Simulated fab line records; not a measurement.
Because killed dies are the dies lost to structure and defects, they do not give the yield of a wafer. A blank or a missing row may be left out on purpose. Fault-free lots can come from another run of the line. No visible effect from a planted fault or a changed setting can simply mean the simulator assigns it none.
Shared-tool check || flow gf180mcu || Lots sampled 13, wafers sampled 45

== WHY THIS WAS OPENED ==
At GF_VT_IMPLANT_RS_MEAS_48 the reading LVPWELL_RS is flagged on 2 of 13 lots. No-fault wafers: 1197.2 ohm/sq, standard deviation 3.
Rule: a lot is flagged in two cases, either no wafer of it has a number, or all its wafers with numbers fall more than 4 standard deviations from that mean. The rest of the lots are taken to be sound.

{"lot": "L841", "measured": "day 7 20:02", "on": "film_metro-04", "LVPWELL_RS (ohm/sq), wafer by wafer": "1195.8 1195.9 1195.5", "flag": ""}
{"lot": "L842", "measured": "day 8 00:12", "on": "film_metro-01", "LVPWELL_RS (ohm/sq), wafer by wafer": "1196.4 1196.5 1196.2", "flag": ""}
{"lot": "L843", "measured": "day 8 05:20", "on": "film_metro-04", "LVPWELL_RS (ohm/sq), wafer by wafer": "1195.9 1196.9 1193.0", "flag": ""}
{"lot": "L845", "measured": "day 8 15:25", "on": "film_metro-03", "LVPWELL_RS (ohm/sq), wafer by wafer": "1194.1 1194.1 1193.1", "flag": ""}
{"lot": "L851", "measured": "day 10 09:57", "on": "film_metro-03", "LVPWELL_RS (ohm/sq), wafer by wafer": "1123.6 1122.8 1123.1 1120.8 1125.2 1121.7", "flag": "FLAGGED"}
{"lot": "L852", "measured": "day 10 16:28", "on": "film_metro-04", "LVPWELL_RS (ohm/sq), wafer by wafer": "1123.5 1124.9 1121.3 1126.1 1122.1 1122.3", "flag": "FLAGGED"}
{"lot": "L853", "measured": "day 11 00:59", "on": "film_metro-01", "LVPWELL_RS (ohm/sq), wafer by wafer": "1198.1 1194.2 1194.6", "flag": ""}
{"lot": "L854", "measured": "day 11 04:05", "on": "film_metro-04", "LVPWELL_RS (ohm/sq), wafer by wafer": "1198.5 1197.8 1195.8", "flag": ""}
{"lot": "L856", "measured": "day 11 21:28", "on": "film_metro-04", "LVPWELL_RS (ohm/sq), wafer by wafer": "1198.7 1194.6 1195.9", "flag": ""}
{"lot": "L858", "measured": "day 12 09:46", "on": "film_metro-03", "LVPWELL_RS (ohm/sq), wafer by wafer": "1198.3 1197.5 1198.1", "flag": ""}
{"lot": "L859", "measured": "day 12 17:15", "on": "film_metro-01", "LVPWELL_RS (ohm/sq), wafer by wafer": "1197.3 1195.6 1198.6", "flag": ""}
{"lot": "L860", "measured": "day 13 01:43", "on": "film_metro-03", "LVPWELL_RS (ohm/sq), wafer by wafer": "1197.7 1200.5 1198.3", "flag": ""}
{"lot": "L864", "measured": "day 14 00:20", "on": "film_metro-03", "LVPWELL_RS (ohm/sq), wafer by wafer": "1194.7 1197.1 1198.4", "flag": ""}
Average over the flagged lots: 1123.1 ohm/sq; offset from the usual -74.1 ohm/sq, equal to -25 standard deviations.

== LOT BY LOT: THE TOOL USED ==
The record holds 1 process step before the reading, out of a route of 602 steps. Each cell gives the tool, then ch followed by the chambers the sampled wafers passed through, then the start.
{"lot": "L841", "flag": "", "GF_LVPWELL_IMPLANT_09": "implanter-04 ch 0, day 4 02:20"}
{"lot": "L842", "flag": "", "GF_LVPWELL_IMPLANT_09": "implanter-04 ch 0, day 4 06:10"}
{"lot": "L843", "flag": "", "GF_LVPWELL_IMPLANT_09": "implanter-03 ch 0, day 4 10:28"}
{"lot": "L845", "flag": "", "GF_LVPWELL_IMPLANT_09": "implanter-03 ch 0, day 4 18:52"}
{"lot": "L851", "flag": "FLAGGED", "GF_LVPWELL_IMPLANT_09": "implanter-03 ch 0, day 6 06:07"}
{"lot": "L852", "flag": "FLAGGED", "GF_LVPWELL_IMPLANT_09": "implanter-03 ch 0, day 6 10:17"}
{"lot": "L853", "flag": "", "GF_LVPWELL_IMPLANT_09": "implanter-04 ch 0, day 6 17:35"}
{"lot": "L854", "flag": "", "GF_LVPWELL_IMPLANT_09": "implanter-02 ch 0, day 6 22:31"}
{"lot": "L856", "flag": "", "GF_LVPWELL_IMPLANT_09": "implanter-04 ch 0, day 7 10:36"}
{"lot": "L858", "flag": "", "GF_LVPWELL_IMPLANT_09": "implanter-04 ch 0, day 7 21:59"}
{"lot": "L859", "flag": "", "GF_LVPWELL_IMPLANT_09": "implanter-04 ch 0, day 8 02:43"}
{"lot": "L860", "flag": "", "GF_LVPWELL_IMPLANT_09": "implanter-04 ch 0, day 8 10:30"}
{"lot": "L864", "flag": "", "GF_LVPWELL_IMPLANT_09": "implanter-03 ch 0, day 9 06:19"}
What these steps do:
- GF_LVPWELL_IMPLANT_09
- GF_VT_IMPLANT_RS_MEAS_48: measures by four-point-probe.

== FLAGGED AGAINST TOTAL, ONE TOOL AT A TIME (gauges that did the reading follow at the end) ==
{"step": "GF_LVPWELL_IMPLANT_09", "tool": "implanter-02", "lots run": 1, "flagged": 0, "share of the flagged lots": "none", "sound lots run after its first flagged lot": "-"}
{"step": "GF_LVPWELL_IMPLANT_09", "tool": "implanter-03", "lots run": 5, "flagged": 2, "share of the flagged lots": "all", "sound lots run after its first flagged lot": "1 (L864)"}
{"step": "GF_LVPWELL_IMPLANT_09", "tool": "implanter-04", "lots run": 7, "flagged": 0, "share of the flagged lots": "none", "sound lots run after its first flagged lot": "-"}
{"step": "GF_VT_IMPLANT_RS_MEAS_48", "tool": "film_metro-01", "lots run": 3, "flagged": 0, "share of the flagged lots": "none", "sound lots run after its first flagged lot": "-"}
{"step": "GF_VT_IMPLANT_RS_MEAS_48", "tool": "film_metro-03", "lots run": 5, "flagged": 1, "share of the flagged lots": "some", "sound lots run after its first flagged lot": "3 (L858,L860,L864)"}
{"step": "GF_VT_IMPLANT_RS_MEAS_48", "tool": "film_metro-04", "lots run": 5, "flagged": 1, "share of the flagged lots": "some", "sound lots run after its first flagged lot": "2 (L854,L856)"}

== WHAT IS ALLOWED BY THE TABLE ==
1 row of the table ran every flagged lot: implanter-03 at GF_LVPWELL_IMPLANT_09.
- implanter-03 at GF_LVPWELL_IMPLANT_09 ran 5 lots, 2 of them flagged. Sound lots ran on it after the first flagged one (L864), which a lasting fault on the whole tool wouldn't allow. Its own readings lie more than 4 standard deviations out on every wafer of the flagged lots: dose_ions_cm2, faraday_current_uA.
Every row of the table either missed a flagged lot or ran a sound lot after the first.

== WHAT HAD BEEN PUT IN BY THE SIMULATOR ==
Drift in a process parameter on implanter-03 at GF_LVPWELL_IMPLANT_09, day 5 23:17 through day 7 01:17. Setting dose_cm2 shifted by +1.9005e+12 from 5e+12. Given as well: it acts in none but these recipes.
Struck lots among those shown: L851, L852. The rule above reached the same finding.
